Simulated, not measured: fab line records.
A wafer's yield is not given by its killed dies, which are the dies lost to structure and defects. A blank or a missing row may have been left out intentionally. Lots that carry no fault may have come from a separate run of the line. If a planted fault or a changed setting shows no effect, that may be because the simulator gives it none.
One fault seen from 2 desks :: flow gf180mcu :: every desk sees just its own numbers, and what lay behind them comes last

## FOR THE TOOL OWNER'S DESK: implanter-04
GF_HV_LDD_IMPLANT_33, tool's own readings: per-lot mean of the sampled wafers with a number, covering each lot this tool ran. Marked OUT: a lot whose mean sits more than 4 standard deviations from the usual mean, which makes it out of limits; the brackets give that distance.
Columns: A = beam_energy_keV at GF_HV_LDD_IMPLANT_33, usual 60.006; B = faraday_current_uA at GF_HV_LDD_IMPLANT_33, usual 42.4
lot: L490
first seen here: day 11 14:31
A: 59.998
B: 41.9

lot: L497
first seen here: day 13 21:23
A: 60.022
B: 42.7

lot: L504
first seen here: day 16 06:45
A: 68.525 (+99 or more) OUT
B: 41.8

lot: L505
first seen here: day 16 10:39
A: 68.541 (+99 or more) OUT
B: 43.0
This desk's finding: out of limits on L504, L505; first on L504, day 16 06:45 (beam_energy_keV at GF_HV_LDD_IMPLANT_33). L490, L497 stayed within limits.

## AT THE METROLOGY DESK
Means of the sampled wafers that have a number, per lot and without regard to the tool the lot ran on: this is what the gauges read. Marked OUT: a lot whose mean sits more than 4 standard deviations from the usual mean, which makes it out of limits; the brackets give that distance.
Columns: A = VT_IMPLANT_4_TW at GF_VT_IMPLANT_TW_MEAS_43, usual 692; B = cd_nm at GF_HV_LDD_CD_MEAS_31, usual 399.8 nm; C = HV_LDD_RS at GF_HV_LDD_RS_MEAS_53, usual 418.5 ohm/sq; D = HV_LDD_CVD_56_THK at GF_HV_LDD_THK_MEAS_57, usual 90.3 nm
lot: L490
first seen here: day 7 13:47
A: 689
B: 399.8
C: 418.3
D: 89.2

lot: L491
first seen here: day 7 23:04
A: 689
B: 398.9
C: 417.2
D: 89.4

lot: L492
first seen here: day 8 01:56
A: 694
B: 399.1
C: 419.1
D: 90.1

lot: L493
first seen here: day 8 07:48
A: 693
B: 402.2
C: 419.0
D: 90.2

lot: L494
first seen here: day 8 15:34
A: 690
B: 397.9
C: 418.5
D: 89.5

lot: L495
first seen here: day 8 23:36
A: 699
B: 401.3
C: 417.0
D: 89.2

lot: L496
first seen here: day 9 06:53
A: 685
B: 398.1
C: 416.9
D: 89.8

lot: L497
first seen here: day 9 12:23
A: 684
B: 399.6
C: 417.3
D: 91.6

lot: L504
first seen here: day 11 14:11
A: 687
B: 401.1
C: 406.4 (-12) OUT
D: 91.9

lot: L505
first seen here: day 11 18:16
A: 703
B: 401.1
C: 407.4 (-11) OUT
D: 89.8

lot: L510
first seen here: day 13 04:29
A: 685
B: 397.6
C: 420.1
D: 90.7

lot: L511
first seen here: day 13 11:52
A: 686
B: 398.5
C: 419.1
D: 90.9

lot: L512
first seen here: day 13 17:20
A: 686
B: 401.0
C: 418.9
D: 91.8
Finding of this desk: L504, L505 out of limits, first seen on L504 at day 17 06:17 (HV_LDD_RS at GF_HV_LDD_RS_MEAS_53). L490, L491, L492, L493, L494, L495, L496, L497, L510, L511, L512 stayed within limits.

## ALL TOGETHER
At day 16 06:45, on L504, L505, the tool owner's desk was in a position to raise an alarm.
On L504, L505, the metrology desk was in a position to raise an alarm at day 17 06:17.
Every lot named ran GF_HV_LDD_IMPLANT_33 on implanter-04.

## WHAT THE SIMULATOR HAD INSERTED
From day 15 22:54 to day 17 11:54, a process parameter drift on implanter-04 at GF_HV_LDD_IMPLANT_33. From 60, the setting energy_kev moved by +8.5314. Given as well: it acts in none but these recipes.
Shown lots that were struck: L504, L505.
Delay (hours) between the fault's onset and each desk's first out-of-limits reading: 8 at the tool owner's desk, 31 at the metrology desk.
